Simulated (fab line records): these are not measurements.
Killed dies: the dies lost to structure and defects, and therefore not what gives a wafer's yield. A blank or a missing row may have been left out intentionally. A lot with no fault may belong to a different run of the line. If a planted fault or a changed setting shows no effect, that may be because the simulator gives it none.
A struck lot beside a sound one :: flow sky130 :: 20 steps out of a route of 708
Sound: the wafers L870.2, L870.5, L870.6. Struck: wafer L869.5. (L869.2, L869.6 of the same lot were not struck and are left out.) The cause comes at the end.
Order at every step that has rows: each side's tool, ch and its chambers, its first start. Under that, the readings that differ: sound wafers :: struck wafers :: difference of the means :: sigmas: that difference in standard deviations of wafers without a fault.
alike: readings whose means differ by less than 2 such deviations, and words and numbers that are the same on both sides. not compared: withheld readings, readings that some wafer has no value for, bounds like >300 that may hide the same value, and numbers for which the record gives no deviation and whose values overlap.
Wherever a step has rows on one side only, a row that says differs or no value, or a row with sigmas, the two part there. When numbers do not overlap yet have no deviation, they are printed without sigmas and do not part them. A reading missing from all wafers of one side parts the sides only when that side holds two or more wafers.

SKY_FIELD_ISO_BOW_MEAS_00:
  sound: film metro-01 at day 2 21:01; struck: film metro-04 at day 2 16:01
  alike: INCOMING_BOW
then, 1 step without rows for these wafers: SKY_FIELD_ISO_OXIDATION_01 (stabilise 600 s, purge 300 s, target thk 12 nm).
SKY_FIELD_ISO_THK_MEAS_02:
  sound: film metro-01 at day 2 22:38; struck: film metro-01 at day 2 17:38
  alike: FIELD_ISO_OXIDATION_00_THK
then, 1 step without rows for these wafers: SKY_FIELD_ISO_CVD_03 (deposits Si3N4 from DCS/NH3, target thk 165 nm, time 2830 s).
SKY_FIELD_ISO_THK_MEAS_04:
  sound: film metro-03 at day 3 00:29; struck: film metro-04 at day 2 22:26
  alike: FIELD_ISO_CVD_03_THK
then, 5 steps without rows for these wafers: SKY_FIELD_ISO_DEHYDRATE_05 (time 60 s); SKY_FIELD_ISO_HMDS_06 (prime time 60 s); SKY_FIELD_ISO_COAT_07 (resist thk 60 nm); SKY_FIELD_ISO_COAT_08 (resist thk 450 nm); SKY_FIELD_ISO_SOFTBAKE_09 (time 90 s).
SKY_FIELD_ISO_EXPOSE_10: exposes mask FOM, target cd 150 nm.
  sound on krf scanner-02 ch 0, day 3 08:55; struck on krf scanner-01 ch 0, day 3 06:44
  alike: mask
then, 2 steps without rows for these wafers: SKY_FIELD_ISO_PEB_11; SKY_FIELD_ISO_DEVELOP_12 (develop time 60 s).
SKY_FIELD_ISO_CD_MEAS_13 targets a cd of 150 nm.
  sound: cd sem-02 at day 3 16:17; struck: cd sem-02 at day 3 14:41
reading: cd nm (nm)
sound: 147.6 149.3 149.2
struck: 43.7
difference: -105.0
sigmas: -66
SKY_FIELD_ISO_ETCH_14: etches BARC in N2/H2, stops on SiO2, time 45.9 s, target depth 60 nm.
  sound on rie diel-03 ch 1,2,3, day 3 16:23; struck on rie diel-02 ch 0, day 3 14:47
reading: model.FIELD_ISO.cd nm (nm)
sound: 148.1 148.7 148.8
struck: 42.64
difference: -105.89
sigmas: 
  alike: drypump motor current A, oes product au, throttle valve pct
  not compared: rf hours counter h
SKY_FIELD_ISO_ETCH_15: etches the open film in CHF3/O2, stops on Si, target depth 180 nm, time 72 s.
  sound on rie diel-03 ch 1,2,3, day 3 16:26; struck on rie diel-02 ch 0, day 3 14:50
  alike: O2_flow_sccm, drypump motor current A, oes product au, throttle valve pct
  not compared: rf hours counter h
SKY_FIELD_ISO_STRIP_16: strips in O2/N2.
  sound on plasma asher-03 ch 0,1, day 3 16:29; struck on plasma asher-01 ch 0, day 3 14:53
reading: strip time to endpoint s (s)
sound: 3.60 3.61 3.59
struck: 3.54
difference: -0.06
sigmas: -2
  alike: drypump motor current A, oes product au
  not compared: rf hours counter h
SKY_FIELD_ISO_ETCH_17: etches Si in HBr/Cl2/O2, target depth 342 nm, time 97.7 s.
  sound on rie si-02 ch 1,2, day 3 16:35; struck on rie si-01 ch 3, day 3 14:59
reading: model.FIELD_ISO.cd nm (nm)
sound: 148.4 146.7 149.2
struck: 43.99
difference: -104.11
sigmas: 
  alike: HBr_flow_sccm, O2_flow_sccm, drypump motor current A, oes product au, throttle valve pct
  not compared: rf hours counter h
then, 1 step without rows for these wafers: SKY_FIELD_ISO_WET_ETCH_18 (etches Si3N4 in H3PO4, target depth 25 nm, time 286 s).
-- a jump in the record: the struck wafers' starts before and after are 44 days apart (it breaks off in module FIELD_ISO and resumes in module PAD_OPEN, where the first step shown is number 708 of the route) --
SKY_PAD_OPEN_PROBE_99:
  only the struck wafers here have rows in the record (prober-02, day 47 08:44); the sound ones have none

== WHERE THEY PART ==
At SKY_FIELD_ISO_CD_MEAS_13 first; at SKY_PAD_OPEN_PROBE_99 last (within this record only).

WHY: whatever the simulator had introduced
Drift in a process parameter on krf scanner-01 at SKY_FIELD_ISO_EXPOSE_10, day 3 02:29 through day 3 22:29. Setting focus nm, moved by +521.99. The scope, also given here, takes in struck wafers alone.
